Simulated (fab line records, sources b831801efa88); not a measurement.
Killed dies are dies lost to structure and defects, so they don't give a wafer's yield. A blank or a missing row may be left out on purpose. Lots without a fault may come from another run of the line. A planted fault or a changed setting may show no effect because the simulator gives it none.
Split-lot experiment | flow sky130 | 5 lots, 23 wafers read, on a route of 708 steps

THE SPLIT
At SKY_GATE_OXIDE_COAT_05 (resist thk 1140 nm), the setting resist_thk_nm was moved away from the recipe's 1140 nm on 9 of the 23 wafers read, by -5.4% to +5.0%. The other wafers ran this setting at the recipe's value.

The reading is taken at the split's own step.

THE READING
NOVOLAK_of_GATE_OXIDE_COAT_05.thk_nm (the simulator's own value, which no gauge read), in nm, at SKY_GATE_OXIDE_COAT_05 (resist thk 1140 nm). The file gives no usual value for it. The 14 wafers here that ran the recipe average 1140 nm, standard deviation 3.8 nm.

wafer  | tool, chamber at the split | resist_thk_nm as run, nm | against the recipe | NOVOLAK_of_GATE_OXIDE_COAT_05.thk_nm, nm | against lot-mates on the recipe
L076.2 | litho_track-02, 0          | 1140                     | recipe             | 1141                                     | -
L076.4 | litho_track-02, 0          | 1140                     | recipe             | 1141                                     | -
L076.3 | litho_track-02, 0          | 1078                     | -5.4%              | 1077                                     | -63
L076.5 | litho_track-02, 0          | 1078                     | -5.4%              | 1076                                     | -64
L076.6 | litho_track-02, 0          | 1140                     | recipe             | 1137                                     | -
L080.1 | litho_track-04, 0          | 1140                     | recipe             | 1142                                     | -
L080.3 | litho_track-04, 0          | 1140                     | recipe             | 1141                                     | -
L080.4 | litho_track-04, 0          | 1197                     | +5.0%              | 1197                                     | +56
L080.5 | litho_track-04, 0          | 1197                     | +5.0%              | 1196                                     | +54
L080.6 | litho_track-04, 0          | 1197                     | +5.0%              | 1199                                     | +58
L081.1 | litho_track-02, 0          | 1164                     | +2.1%              | 1158                                     | +24
L081.2 | litho_track-02, 0          | 1140                     | recipe             | 1134                                     | -
L081.3 | litho_track-02, 0          | 1140                     | recipe             | 1134                                     | -
L081.4 | litho_track-02, 0          | 1140                     | recipe             | 1135                                     | -
L081.6 | litho_track-02, 0          | 1164                     | +2.1%              | 1157                                     | +23
L082.1 | litho_track-01, 0          | 1140                     | recipe             | 1138                                     | -
L082.2 | litho_track-01, 0          | 1140                     | recipe             | 1139                                     | -
L082.4 | litho_track-01, 0          | 1140                     | recipe             | 1140                                     | -
L082.5 | litho_track-01, 0          | 1197                     | +5.0%              | 1194                                     | +55
L082.6 | litho_track-01, 0          | 1197                     | +5.0%              | 1194                                     | +55
L084.3 | litho_track-04, 0          | 1140                     | recipe             | 1147                                     | -
L084.5 | litho_track-04, 0          | 1140                     | recipe             | 1145                                     | -
L084.6 | litho_track-04, 0          | 1140                     | recipe             | 1143                                     | -

THE FIT
A straight line over all 23 wafers: NOVOLAK_of_GATE_OXIDE_COAT_05.thk_nm changes by +11.3 nm for each +1% of resist_thk_nm; r = +0.99; the points scatter about the line by 3.7 nm.
The same after taking each lot's own level away (the mean of its wafers on the recipe; 23 wafers): +11.3 nm for each +1%; r = +1.00; scatter 1.3 nm.
On that fit, the largest move of resist_thk_nm shifts the reading by 61 nm.
The lots' own levels span 1134.3 to 1145.0 nm, that is 2.8 times the standard deviation above.
So the lot-to-lot level changes the slope little: the two slopes agree.
Check: with one of the wafers moved furthest among these (-5.4%) left out of the fit, the line predicts -61.5 nm for it against its lot-mates. It came out at -62.7 nm against them.

OTHER SPLITS ON THESE WAFERS
These wafers also went through other splits before the reading. Each is held against what the fit with the lots' levels taken away leaves over:
other split on the same wafers         | wafers away from the commonest value | r with NOVOLAK_of_GATE_OXIDE_COAT_05.thk_nm (lot level and that fit taken away)
SKY_VT_ADJUST_HVTR_SOFTBAKE_03 temp_c  | 8                                    | +0.14
SKY_VT_ADJUST_HVTR_IMPLANT_09 dose_cm2 | 10                                   | -0.02
SKY_SONOS_ONO_OXIDATION_00 ox_time_s   | 10                                   | +0.07
SKY_GATE_OXIDE_OXIDATION_01 ox_time_s  | 15                                   | -0.05

THE WHOLE CHAIN: every reading that the file lists as answering this split, in the file's order
step                    | what it does       | reading                                                                               | change (the file's fit)              | r (the file's)
SKY_GATE_OXIDE_COAT_05  | resist thk 1140 nm | NOVOLAK_of_GATE_OXIDE_COAT_05.thk_nm (the simulator's own value, which no gauge read) | +11.3 nm for each +1% of the setting | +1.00
SKY_GATE_OXIDE_STRIP_13 | strips in O2/N2    | strip_time_to_endpoint_s                                                              | withheld for each +1% of the setting | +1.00

THE FILE'S OWN FIT
NOVOLAK_of_GATE_OXIDE_COAT_05.thk_nm changes by +11.3 nm for each +1% of resist_thk_nm, r = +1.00.
